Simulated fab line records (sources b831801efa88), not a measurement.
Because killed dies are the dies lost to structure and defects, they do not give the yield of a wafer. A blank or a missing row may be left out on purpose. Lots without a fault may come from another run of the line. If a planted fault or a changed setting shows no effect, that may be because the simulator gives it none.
The tool behind it: which one? + flow gf180mcu + 12 lots with 36 wafers sampled at 5 steps, on a route of 602 steps

## WHAT EACH GAUGE READ, for each wafer
GF_V3_THK_MEAS_01. Usual: V3_CVD_00_THK gives 599 nm (standard deviation 7.9).
| lot  | measured     | on           | V3_CVD_00_THK (nm) | flag |
|------|--------------|--------------|--------------------|------|
| L867 | day 21 08:11 | filmMetro-04 | 602 593 595        |      |
| L868 | day 21 17:40 | filmMetro-01 | 606 603 610        |      |
| L869 | day 22 01:50 | filmMetro-04 | 607 602 607        |      |
| L870 | day 22 16:14 | filmMetro-01 | 596 606 599        |      |
| L872 | day 23 08:05 | filmMetro-04 | 614 601 601        |      |
| L874 | day 23 23:16 | filmMetro-04 | 580 598 597        |      |
| L875 | day 24 10:07 | filmMetro-02 | 599 583 597        |      |
| L877 | day 25 08:37 | filmMetro-01 | 600 601 586        |      |
| L878 | day 25 13:37 | filmMetro-01 | 601 590 591        |      |
| L879 | day 26 13:50 | filmMetro-04 | 501 506 505        | OFF  |
| L880 | day 26 21:32 | filmMetro-02 | 513 504 515        | OFF  |
| L890 | day 29 02:24 | filmMetro-04 | 590 589 592        |      |

GF_V3_THK_MEAS_03. Usual: V3_CVD_02_THK gives 853 nm (standard deviation 14).
| lot  | measured     | on           | V3_CVD_02_THK (nm) | flag |
|------|--------------|--------------|--------------------|------|
| L867 | day 21 08:19 | filmMetro-02 | 841 857 862        |      |
| L868 | day 21 17:48 | filmMetro-02 | 849 864 853        |      |
| L869 | day 22 01:58 | filmMetro-01 | 847 858 876        |      |
| L870 | day 22 16:25 | filmMetro-04 | 848 863 854        |      |
| L872 | day 23 08:13 | filmMetro-01 | 859 878 880        |      |
| L874 | day 23 23:23 | filmMetro-01 | 849 884 870        |      |
| L875 | day 24 10:17 | filmMetro-04 | 844 851 857        |      |
| L877 | day 25 08:44 | filmMetro-01 | 847 862 847        |      |
| L878 | day 25 13:46 | filmMetro-04 | 827 852 854        |      |
| L879 | day 26 13:58 | filmMetro-02 | 852 871 871        |      |
| L880 | day 26 21:40 | filmMetro-04 | 877 886 879        |      |
| L890 | day 29 02:32 | filmMetro-01 | 834 855 861        |      |

GF_V3_BOW_MEAS_05. Usual: V3_BOW gives 118 um (standard deviation 7.5).
| lot  | measured     | on           | V3_BOW (um) | flag |
|------|--------------|--------------|-------------|------|
| L867 | day 21 08:41 | filmMetro-04 | 129 108 123 |      |
| L868 | day 21 18:10 | filmMetro-04 | 106 119 134 |      |
| L869 | day 22 02:20 | filmMetro-01 | 116 115 113 |      |
| L870 | day 22 16:47 | filmMetro-04 | 101 108 112 |      |
| L872 | day 23 08:35 | filmMetro-02 | 120 116 107 |      |
| L874 | day 23 23:45 | filmMetro-02 | 103 113 109 |      |
| L875 | day 24 10:38 | filmMetro-04 | 115 120 102 |      |
| L877 | day 25 09:06 | filmMetro-04 | 113 113 119 |      |
| L878 | day 25 14:12 | filmMetro-04 | 144 131 123 |      |
| L879 | day 26 14:20 | filmMetro-02 | 111 115 111 |      |
| L880 | day 26 22:01 | filmMetro-02 | 106 106 109 |      |
| L890 | day 29 02:53 | filmMetro-01 | 127 123 123 |      |

## WHAT TOOL EACH LOT RAN ON (gives the tool, then ch and the chambers of the sampled wafers, and finally the start)
| lot  | GF_V2_STRIP_18                      | GF_V3_CVD_00                     |
|------|-------------------------------------|----------------------------------|
| L867 | plasmaAsher-04 ch 0,1, day 20 06:13 | hdpcvd-02 ch 1,2, day 21 08:05   |
| L868 | plasmaAsher-04 ch 0,1, day 20 15:01 | hdpcvd-01 ch 0,2, day 21 17:34   |
| L869 | plasmaAsher-03 ch 0,1, day 20 23:50 | hdpcvd-02 ch 0,1, day 22 01:46   |
| L870 | plasmaAsher-03 ch 0,1, day 21 14:17 | hdpcvd-02 ch 0,1,2, day 22 16:10 |
| L872 | plasmaAsher-03 ch 0,1, day 22 06:36 | hdpcvd-02 ch 0,2, day 23 08:01   |
| L874 | plasmaAsher-04 ch 0,1, day 22 22:22 | hdpcvd-01 ch 0,1,2, day 23 23:11 |
| L875 | plasmaAsher-01 ch 0, day 23 08:17   | hdpcvd-01 ch 1,2, day 24 10:03   |
| L877 | plasmaAsher-04 ch 0,1, day 24 07:55 | hdpcvd-01 ch 1,2, day 25 08:31   |
| L878 | plasmaAsher-04 ch 0,1, day 24 13:08 | hdpcvd-02 ch 0,1,2, day 25 13:32 |
| L879 | plasmaAsher-03 ch 0,1, day 25 13:50 | hdpcvd-01 ch 0,1,2, day 26 13:46 |
| L880 | plasmaAsher-03 ch 1, day 25 22:13   | hdpcvd-01 ch 1,2, day 26 21:28   |
| L890 | plasmaAsher-03 ch 0,1, day 28 04:08 | hdpcvd-02 ch 0,1,2, day 29 02:20 |
- GF_V2_STRIP_18: strips in O2/N2.
- GF_V3_CVD_00: deposits SiO2, target thk 600 nm, time 100 s.

## WHAT THE TOOLS THEMSELVES READ (means of the sampled wafers that have a number; where no wafer has one, the mark that the record gives instead)
GF_V2_STRIP_18. Usual: drypumpMotorCurrentA 5.7 A, standard deviation 0.4; heaterPowerW 362 W, standard deviation 21; n2FlowSccm 299.9 sccm, standard deviation 0.87; oesProductAu 0.593 a.u., standard deviation 0.0048.
| lot  | tool           | drypumpMotorCurrentA (A) | heaterPowerW (W) | n2FlowSccm (sccm) | oesProductAu (a.u.) | flag |
|------|----------------|--------------------------|------------------|-------------------|---------------------|------|
| L867 | plasmaAsher-04 | 5.8                      | 364              | 300.8             | 0.594               |      |
| L868 | plasmaAsher-04 | 5.6                      | 363              | 300.4             | 0.593               |      |
| L869 | plasmaAsher-03 | 6.1                      | 357              | 301.3             | 0.600               |      |
| L870 | plasmaAsher-03 | 6.0                      | 356              | 300.3             | 0.594               |      |
| L872 | plasmaAsher-03 | 5.8                      | 363              | 300.7             | 0.595               |      |
| L874 | plasmaAsher-04 | 5.8                      | 359              | 299.4             | 0.594               |      |
| L875 | plasmaAsher-01 | 5.6                      | 324              | 299.8             | 0.592               |      |
| L877 | plasmaAsher-04 | 5.8                      | 362              | 299.6             | 0.590               |      |
| L878 | plasmaAsher-04 | 5.8                      | 366              | 299.5             | 0.593               |      |
| L879 | plasmaAsher-03 | 6.0                      | 353              | 299.5             | 0.595               |      |
| L880 | plasmaAsher-03 | 6.3                      | 352              | 299.7             | 0.592               |      |
| L890 | plasmaAsher-03 | 5.8                      | 356              | 300.0             | 0.594               |      |

GF_V3_CVD_00. Usual: sih4FlowSccm reads 59.99 sccm (standard deviation 0.16).
| lot  | tool      | sih4FlowSccm (sccm) | flag |
|------|-----------|---------------------|------|
| L867 | hdpcvd-02 | 60.12               |      |
| L868 | hdpcvd-01 | 60.00               |      |
| L869 | hdpcvd-02 | 60.00               |      |
| L870 | hdpcvd-02 | 60.09               |      |
| L872 | hdpcvd-02 | 59.98               |      |
| L874 | hdpcvd-01 | 59.95               |      |
| L875 | hdpcvd-01 | 59.90               |      |
| L877 | hdpcvd-01 | 59.71               |      |
| L878 | hdpcvd-02 | 59.97               |      |
| L879 | hdpcvd-01 | 51.18               | OFF  |
| L880 | hdpcvd-01 | 51.02               | OFF  |
| L890 | hdpcvd-02 | 59.98               |      |

## THE ANSWER, worked out from the rows above alone
Rule: a lot counts as off when the mean over its wafers that have a number is more than 3 standard deviations away from the usual mean. A lot without any number at a reading at which 4 lots or more have one is off too. The other lots that the step has rows for count as sound. The gauges are gone through in route order, then the tools' own readings, and for those a lot's mean is taken as printed above. The first step at which some lot is off is used, and at that step the reading that is off furthest; a lot without a number counts as furthest.
Off: L879, L880, at GF_V3_THK_MEAS_01 (V3_CVD_00_THK).
A tool fits if, at a process step before that reading, it ran every lot that is off, and no sound lot after the first of them. Not tried: the gauges at GF_V3_THK_MEAS_01; whatever is off there is also off at GF_V3_CVD_00, on other tools, and gauge error can't account for it. One fits: GF_V3_CVD_00 on hdpcvd-01. Its last sound lot is L877 (day 25 08:31), its first lot that is off L879 (day 26 13:46): a fault that began between those two fits.
The tool's own readings at GF_V3_CVD_00 bear it out: on the lots that are off they differ by more than 5 times the standard deviation of the sound lots' means. sih4FlowSccm reads 51.10 sccm there against 59.97 sccm on the sound lots.

## WHAT THE SIMULATOR HAD INSERTED
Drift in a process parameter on hdpcvd-01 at GF_V3_CVD_00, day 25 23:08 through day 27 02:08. From 60, the setting sih4FlowSccm moved by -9. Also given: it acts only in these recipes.
Lots struck among those shown: L879, L880. The rule above found the same.
